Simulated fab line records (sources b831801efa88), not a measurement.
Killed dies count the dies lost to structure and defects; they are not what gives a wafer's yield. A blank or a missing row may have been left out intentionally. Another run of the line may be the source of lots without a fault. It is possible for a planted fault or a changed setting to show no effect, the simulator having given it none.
Matching of chambers -- flow sky130 -- SKY_FIELD_ISO_ETCH_14 on rie-diel-01: 4 sister chambers
The step etches BARC in N2/H2, stops on SiO2, time 45.9 s, target depth 60 nm. 4 wafers are shown with their chamber, then 6 later ones without.

WAFERS PAIRED WITH THEIR CHAMBERS
wafer,chamber,drypump-motor-current-A (A)
L560.5,3,5.4
L561.2,2,5.9
L561.5,0,5.6
L565.5,1,4.6

WAFERS WITH NO CHAMBER GIVEN
wafer,drypump-motor-current-A (A)
L570.2,4.7
L570.3,5.4
L570.5,4.6
L571.2,5.6
L571.3,5.4
L571.5,4.6

THE CHAMBER EACH PASSED THROUGH
wafer,from the rows above,in truth
L570.2,1,1
L570.3,3,3
L570.5,1,1
L571.2,0,0
L571.3,3,3
L571.5,1,1
Placed correctly: 6 of 6. Can't be placed from these rows: 0. Placed wrongly: 0.
How it was worked out, from the rows above alone: a wafer's distance from a chamber is the root of the sum, over the readings, of the square of ((its reading less the chamber's mean) divided by the reading's scatter). If the next closest chamber is less than 2 further off than the closest, the wafer can't be placed; otherwise it belongs to the closest. For every chamber, the mean is computed from those of its wafers that are shown. The scatter (one wafer shown for each chamber): square how far every hidden wafer sits from the nearest shown wafer, average those squares and take the square root.
